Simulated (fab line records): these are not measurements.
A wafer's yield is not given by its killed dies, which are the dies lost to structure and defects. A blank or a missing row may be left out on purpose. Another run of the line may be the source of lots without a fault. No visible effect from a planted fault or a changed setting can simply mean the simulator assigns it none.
Which tool is to blame? ; flow sky130 ; 27 wafers from 9 lots sampled at 3 of the route's 708 steps

WHAT THE GAUGES SHOWED, per wafer
SKY_METAL3_CD_MEAS_13 targets a cd of 300 nm. Usual: cd nm reads 299.9 nm (standard deviation 1.9).
lot;measured;on;cd nm (nm);flag
L429;day 38 10:19;cd sem-01;299.5 297.9 297.9;
L435;day 40 09:53;cd sem-02;299.9 301.0 301.3;
L436;day 41 16:29;cd sem-01;299.5 299.0 299.6;
L438;day 41 17:40;cd sem-01;300.4 300.8 298.4;
L444;day 42 18:22;cd sem-01;299.6 299.3 299.1;
L447;day 43 11:08;cd sem-01;303.4 304.2 304.7;
L448;day 43 20:48;cd sem-02;297.8 297.1 297.0;
L450;day 44 07:25;cd sem-02;304.7 303.3 302.6;
L452;day 44 21:31;cd sem-02;300.8 300.4 301.2;

WHAT TOOL EACH LOT RAN ON (gives the tool, then ch and the chambers of the sampled wafers, and finally the start)
lot;SKY_METAL2_ETCH_18;SKY_METAL2_METAL_ETCH_19
L429;rie metal-01 ch 0,1, day 35 00:07;rie metal-01 ch 0,1, day 35 00:11
L435;rie metal-01 ch 0,1, day 37 03:40;rie metal-01 ch 0,1, day 37 03:44
L436;rie metal-03 ch 0,1, day 38 11:17;rie metal-03 ch 0,1, day 38 11:21
L438;rie metal-01 ch 1, day 38 12:16;rie metal-01 ch 1, day 38 12:20
L444;rie metal-03 ch 0,1, day 39 15:59;rie metal-03 ch 0,1, day 39 16:04
L447;rie metal-01 ch 0,1, day 40 09:52;rie metal-01 ch 0,1, day 40 09:56
L448;rie metal-02 ch 0,1, day 40 18:22;rie metal-02 ch 0,1, day 40 18:26
L450;rie metal-02 ch 0,1, day 41 06:01;rie metal-02 ch 0,1, day 41 06:05
L452;rie metal-02 ch 0,1, day 41 21:23;rie metal-02 ch 0,1, day 41 21:26
- SKY_METAL2_ETCH_18: etches BARC in N2/H2, stops on SiO2, time 45.9 s, target depth 60 nm.
- SKY_METAL2_METAL_ETCH_19: etches the open film in Cl2/BCl3, stops on SiO2, target depth 360 nm, time 78 s.

WHAT THE TOOLS THEMSELVES READ (means of the sampled wafers that have a number; where no wafer has one, the mark that the record gives instead)
SKY_METAL2_ETCH_18. Usual: chamber pressure mTorr 29.997 mTorr, standard deviation 0.029; drypump motor current A 5.8 A, standard deviation 0.5; h2 flow sccm 199.9 sccm, standard deviation 0.55; oes product au 0.856 a.u., standard deviation 0.0047; rf fwd power W 495.0 W, standard deviation 1.6; throttle valve pct 13.225 %, standard deviation 0.0094.
lot;tool;chamber pressure mTorr (mTorr);drypump motor current A (A);h2 flow sccm (sccm);oes product au (a.u.);rf fwd power W (W);throttle valve pct (%);flag
L429;rie metal-01;29.976;5.6;200.1;0.853;496.8;13.226;
L435;rie metal-01;30.014;5.9;200.2;0.858;496.7;13.239;
L436;rie metal-03;29.992;5.9;199.9;0.861;495.1;13.236;
L438;rie metal-01;29.993;5.2;199.8;0.854;496.8;13.224;
L444;rie metal-03;30.002;5.8;200.9;0.856;494.7;13.231;
L447;rie metal-01;29.975;5.6;199.7;0.853;495.3;13.219;
L448;rie metal-02;30.005;6.2;199.7;0.855;495.6;13.220;
L450;rie metal-02;29.994;6.2;199.4;0.854;495.4;13.224;
L452;rie metal-02;29.984;5.7;199.9;0.852;494.4;13.220;

SKY_METAL2_METAL_ETCH_19. Usual: chamber pressure mTorr 10.000 mTorr, standard deviation 0.009; drypump motor current A 5.8 A, standard deviation 0.49; oes product au 0.854 a.u., standard deviation 0.0059; rf fwd power W 893.8 W, standard deviation 2.8; throttle valve pct 22.265 %, standard deviation 0.009.
lot;tool;chamber pressure mTorr (mTorr);drypump motor current A (A);oes product au (a.u.);rf fwd power W (W);throttle valve pct (%);flag
L429;rie metal-01;9.989;5.6;0.856;895.0;22.263;
L435;rie metal-01;10.008;5.9;0.844;893.2;22.260;
L436;rie metal-03;10.001;5.8;0.852;892.1;22.262;
L438;rie metal-01;10.003;5.2;0.852;890.4;22.276;
L444;rie metal-03;10.000;5.8;0.853;892.5;22.257;
L447;rie metal-01;9.997;5.6;0.855;894.9;22.267;
L448;rie metal-02;9.998;6.1;0.851;889.7;22.265;
L450;rie metal-02;10.004;6.2;0.852;896.0;22.267;
L452;rie metal-02;9.996;5.7;0.856;895.6;22.266;

THE ANSWER, worked out from the rows above alone
Rule: lot off if the mean of its wafers having a number is beyond 3 standard deviations from the usual mean. A lot without any number at a reading at which 4 lots or more have one is off too. Any other lot the step has rows for is counted as sound. The gauges are gone through in route order, then the tools' own readings, and for those a lot's mean is taken as printed above. The first step at which some lot is off is used, and at that step the reading that is off furthest; a lot without a number counts as furthest.
No lot is off on any of the readings shown, so nothing can be concluded from this.

WHAT THE SIMULATOR HAD PUT IN
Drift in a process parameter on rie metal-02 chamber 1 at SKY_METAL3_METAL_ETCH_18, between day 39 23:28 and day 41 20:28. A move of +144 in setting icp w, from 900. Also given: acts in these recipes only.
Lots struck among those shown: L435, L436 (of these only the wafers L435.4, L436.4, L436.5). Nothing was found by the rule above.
